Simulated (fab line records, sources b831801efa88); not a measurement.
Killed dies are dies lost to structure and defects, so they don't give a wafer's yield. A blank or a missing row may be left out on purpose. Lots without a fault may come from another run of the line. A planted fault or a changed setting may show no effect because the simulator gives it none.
A struck lot beside a sound one | flow sky130 | 34 steps out of a route of 708
Sound: wafers L538.1, L538.3, L538.5. Struck: wafers L550.2, L550.4, L550.5. The cause comes at the end.
At each step with rows: each side's tool, then ch and its chambers, then its first start. Under that, the readings that differ: sound wafers | struck wafers | difference of the means | sigmas: that difference in standard deviations of wafers without a fault.
alike: readings whose means differ by less than 2 such deviations, and words and numbers that are the same on both sides. not compared: withheld readings, readings that some wafer has no value for, bounds like >300 that may hide the same value, and numbers for which the record gives no deviation and whose values overlap.
The two part at a step that has a row with sigmas, a row that says differs or no value, or rows on one side only. Numbers that don't overlap but have no deviation are shown without sigmas and don't part them. A reading that every wafer of one side lacks parts them only if that side has two wafers or more.

first, 7 steps without rows for these wafers: SKY_SONOS_TUNNEL_DEVELOP_06 (develop time 60 s); SKY_SONOS_TUNNEL_IMPLANT_09; SKY_SONOS_TUNNEL_WET_ETCH_10 (etches SiO2 in dHF, target depth 14 nm, time 280 s); SKY_SONOS_TUNNEL_STRIP_11 (strips in SPM, time 600 s); SKY_SONOS_TUNNEL_CLEAN_13 (cleans in dHF, time 20 s); SKY_SONOS_ONO_OXIDATION_00 (stabilise 600 s, purge 300 s, target thk 2.6 nm); SKY_SONOS_ONO_CVD_02 (deposits Si3N4 from DCS/NH3, target thk 10.5 nm, time 180 s).
SKY_SONOS_ONO_CVD_04: deposits SiO2 from SiH4/N2O, target thk 5.7199 nm.
  sound on lpcvd-03 ch 1, day 12 02:17; struck on lpcvd-03 ch 1, day 16 10:44
  reading                                    | sound             | struck            | difference | sigmas
  spike_tc_bottom_C (C)                      | 916.0 914.4 916.0 | 943.1 943.1 942.4 | +27.4      | +15
  spike_tc_centre_C (C)                      | 899.5 900.0 899.3 | 929.6 928.6 926.2 | +28.5      | +29
  spike_tc_lower_C (C)                       | 898.8 899.5 898.2 | 927.4 929.1 929.0 | +29.7      | +21
  spike_tc_top_C (C)                         | 912.3 912.9 914.2 | 940.0 941.0 942.8 | +28.1      | +9
  spike_tc_upper_C (C)                       | 901.3 900.0 898.4 | 926.8 925.8 929.2 | +27.4      | +25
  susceptor_temp_C (C)                       | 899.8 900.2 900.3 | 928.0 928.4 928.4 | +28.2      | +74
  model.SiO2_of_SONOS_ONO_CVD_04.thk_nm (nm) | 5.607 5.558 5.514 | 8.84 8.848 8.91   | +3.31      |
SKY_SONOS_ONO_THK_MEAS_05:
  sound on film_metro-01, day 12 04:10; struck on film_metro-03, day 16 12:37
  reading                   | sound          | struck         | difference | sigmas
  SONOS_ONO_CVD_04_THK (nm) | 5.65 5.54 5.49 | 8.84 8.86 8.88 | +3.30      | +30
then, 23 steps without rows for these wafers: SKY_SONOS_ONO_DEHYDRATE_06 (time 60 s); SKY_SONOS_ONO_HMDS_07 (prime time 60 s); SKY_SONOS_ONO_COAT_08 (resist thk 1140 nm); SKY_SONOS_ONO_SOFTBAKE_09 (time 60 s); SKY_SONOS_ONO_EXPOSE_10 (exposes mask ONOM, target cd 410 nm); SKY_SONOS_ONO_PEB_11; SKY_SONOS_ONO_DEVELOP_12 (develop time 60 s); SKY_SONOS_ONO_ETCH_15 (etches the open film in CHF3/O2, target depth 19.52 nm, time 7.8 s); SKY_SONOS_ONO_WET_ETCH_16 (etches SiO2 in dHF, target depth 14 nm, time 280 s); SKY_SONOS_ONO_STRIP_17 (strips in O2/N2); SKY_SONOS_ONO_WET_ETCH_18 (etches Si3N4 in H3PO4, target depth 15 nm, time 172 s); SKY_GATE_OXIDE_CLEAN_00 (cleans in SC1/SC2, time 150 s); SKY_GATE_OXIDE_OXIDATION_01 (stabilise 600 s, purge 300 s, target thk 10.268 nm); SKY_GATE_OXIDE_DEHYDRATE_03 (time 60 s); SKY_GATE_OXIDE_HMDS_04 (prime time 60 s); SKY_GATE_OXIDE_COAT_05 (resist thk 1140 nm); SKY_GATE_OXIDE_SOFTBAKE_06 (time 60 s); SKY_GATE_OXIDE_EXPOSE_07 (exposes mask LVOM, target cd 600 nm); SKY_GATE_OXIDE_PEB_08; SKY_GATE_OXIDE_DEVELOP_09 (develop time 60 s); SKY_GATE_OXIDE_IMPLANT_11; SKY_GATE_OXIDE_WET_ETCH_12 (etches SiO2 in dHF, target depth 16.8 nm, time 336 s); SKY_GATE_OXIDE_STRIP_13 (strips in O2/N2).
-- the record jumps here: 3 days lie between the struck wafers' starts before and after --
SKY_GATE_OXIDE_CLEAN_15: cleans in SC1/SC2, time 150 s.
  sound on wet_bench-03 ch 1, day 14 08:52; struck on wet_bench-01 ch 2, day 19 01:43
  reading                                    | sound             | struck            | difference | sigmas
  model.SiO2_of_SONOS_ONO_CVD_04.thk_nm (nm) | 4.106 4.061 4.014 | 7.318 7.333 7.393 | +3.288     |
  alike: temp_c
then, 1 step without rows for these wafers: SKY_PAD_OPEN_PROBE_99.

WHERE THEY PART
First at SKY_SONOS_ONO_CVD_04; last, within this record, at SKY_SONOS_ONO_THK_MEAS_05. Later steps at which nothing parts them and some readings are alike: SKY_GATE_OXIDE_CLEAN_15.

WHY: what the simulator had put in
Process parameter drift: lpcvd-03, from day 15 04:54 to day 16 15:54, at SKY_SONOS_ONO_CVD_04. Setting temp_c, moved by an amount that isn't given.
